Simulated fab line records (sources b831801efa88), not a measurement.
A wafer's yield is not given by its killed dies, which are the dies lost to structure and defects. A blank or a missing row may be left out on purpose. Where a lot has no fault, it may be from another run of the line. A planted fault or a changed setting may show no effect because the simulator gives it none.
What tool caused it?	flow sky130	9 lots, 27 wafers sampled, at 5 steps of a route of 708

## WHAT THE GAUGES SHOWED, per wafer
SKY_VIA3_CD_MEAS_12 targets a cd of 200 nm. Usual: cd-nm at 200.3 nm, with a standard deviation of 1.4.
lot	measured	on	cd-nm (nm)	flag
L321	day 39 23:01	cd-sem-02	198.6 199.6 198.3	
L322	day 40 06:34	cd-sem-01	201.8 201.5 201.1	
L323	day 40 15:57	cd-sem-01	199.1 200.6 200.4	
L324	day 41 06:41	cd-sem-02	198.4 199.1 200.1	
L329	day 42 22:20	cd-sem-02	202.6 202.0 202.3	
L330	day 43 01:33	cd-sem-02	202.2 201.8 203.5	
L331	day 43 02:31	cd-sem-02	200.6 199.2 200.6	
L333	day 43 21:37	cd-sem-01	200.1 200.5 200.2	
L336	day 44 07:45	cd-sem-02	199.3 198.3 200.2	

SKY_VIA4_THK_MEAS_01. Usual: for VIA4_HDPCVD_THK the level is 1752 nm and the standard deviation is 17.
lot	measured	on	VIA4_HDPCVD_THK (nm)	flag
L321	day 42 03:12	film-metro-01	1747 1755 1748	
L322	day 42 10:10	film-metro-01	1736 1711 1719	
L323	day 42 19:45	film-metro-01	1742 1743 1761	
L324	day 43 09:23	film-metro-04	1769 1775 1770	
L329	day 44 22:10	film-metro-01	1749 1746 2736	OFF
L330	day 45 03:07	film-metro-01	1745 1748 1726	
L331	day 45 03:25	film-metro-04	1763 1797 2755	OFF
L333	day 45 22:02	film-metro-04	1761 1755 1740	
L336	day 46 06:30	film-metro-04	1777 1766 1772	

## EACH LOT AND THE TOOL THAT RAN IT (in order: tool; ch and the chambers of the sampled wafers; start)
lot	SKY_METAL4_SPUTTER_03	SKY_METAL4_DESCUM_15	SKY_VIA4_HDPCVD_00
L321	pvd-sputter-04, day 40 00:38	rie-metal-04 ch 0,1, day 42 02:01	hdpcvd-02 ch 0,1,2, day 42 03:01
L322	pvd-sputter-04, day 40 08:06	rie-metal-03 ch 0,1, day 42 08:58	hdpcvd-02 ch 0,1,2, day 42 10:02
L323	pvd-sputter-04, day 40 17:33	rie-metal-03 ch 1, day 42 18:31	hdpcvd-01 ch 1,2, day 42 19:34
L324	pvd-sputter-02, day 41 08:17	rie-metal-01 ch 0,1, day 43 08:16	hdpcvd-02 ch 0,1,2, day 43 09:13
L329	pvd-sputter-01, day 42 23:55	rie-metal-03 ch 0,1, day 44 21:04	hdpcvd-02 ch 0,1,2, day 44 21:59
L330	pvd-sputter-01, day 43 03:10	rie-metal-03 ch 0,1, day 45 01:58	hdpcvd-01 ch 0,2, day 45 02:56
L331	pvd-sputter-04, day 43 04:07	rie-metal-04 ch 0,1, day 45 02:19	hdpcvd-02 ch 0,1,2, day 45 03:14
L333	pvd-sputter-04, day 43 23:13	rie-metal-01 ch 0,1, day 45 20:46	hdpcvd-01 ch 1,2, day 45 21:52
L336	pvd-sputter-01, day 44 09:20	rie-metal-03 ch 0, day 46 05:16	hdpcvd-01 ch 1,2, day 46 06:19
- SKY_METAL4_SPUTTER_03: material Ti, target thk 5 nm, time 3.3 s.
- SKY_METAL4_DESCUM_15: chemistry O2, time 8 s.
- SKY_VIA4_HDPCVD_00: deposits SiO2, target thk 1750 nm, time 291.7 s.

## WHAT THE TOOLS THEMSELVES READ (means of the sampled wafers that have a number; where no wafer has one, the mark that the record gives instead)
SKY_METAL4_SPUTTER_03. Usual: throttle-valve-pct at 30.6 %, with a standard deviation of 1.2.
lot	tool	throttle-valve-pct (%)	flag
L321	pvd-sputter-04	30.3	
L322	pvd-sputter-04	29.7	
L323	pvd-sputter-04	30.2	
L324	pvd-sputter-02	32.4	
L329	pvd-sputter-01	30.6	
L330	pvd-sputter-01	30.5	
L331	pvd-sputter-04	29.4	
L333	pvd-sputter-04	30.4	
L336	pvd-sputter-01	30.7	

SKY_METAL4_DESCUM_15. Usual: drypump-motor-current-A 5.9 A, standard deviation 0.41; oes-product-au 1.000 a.u., standard deviation 0.0067; rf-fwd-power-W 147.0 W, standard deviation 0.68.
lot	tool	drypump-motor-current-A (A)	oes-product-au (a.u.)	rf-fwd-power-W (W)	flag
L321	rie-metal-04	5.4	1.005	146.6	
L322	rie-metal-03	6.1	0.996	147.2	
L323	rie-metal-03	6.2	1.002	147.7	
L324	rie-metal-01	6.2	0.997	146.5	
L329	rie-metal-03	6.1	1.001	147.8	
L330	rie-metal-03	6.0	0.999	147.5	
L331	rie-metal-04	5.7	1.006	146.4	
L333	rie-metal-01	6.0	1.007	147.4	
L336	rie-metal-03	5.9	1.011	147.8	

## THE ANSWER, worked out from the rows above alone
Rule: a lot is off if the mean of its wafers that have a number lies more than 3 standard deviations from the usual mean. Also off: a lot with no number at a reading for which 4 or more lots have one. The other lots that the step has rows for count as sound. Order of review: gauges by route order, followed by the tools' own readings, for which a lot's mean as printed above is used. The first step at which some lot is off is used, and at that step the reading that is off furthest; a lot without a number counts as furthest.
Off: L329, L331, at SKY_VIA4_THK_MEAS_01 (VIA4_HDPCVD_THK).
If a tool, at a process step before that reading, ran all the lots that are off and no sound lot after the first of them, it fits. Gauges at SKY_VIA4_THK_MEAS_01: tried the same way as those tools. One fits: hdpcvd-02 at SKY_VIA4_HDPCVD_00. A fault onset in the window from L324 (day 43 09:13, its last sound lot) to L329 (day 44 21:59, its first lot off) fits.

## WHAT HAD BEEN PUT IN BY THE SIMULATOR
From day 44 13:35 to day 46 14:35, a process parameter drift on hdpcvd-02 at SKY_VIA4_HDPCVD_00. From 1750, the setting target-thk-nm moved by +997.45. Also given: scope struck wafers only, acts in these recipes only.
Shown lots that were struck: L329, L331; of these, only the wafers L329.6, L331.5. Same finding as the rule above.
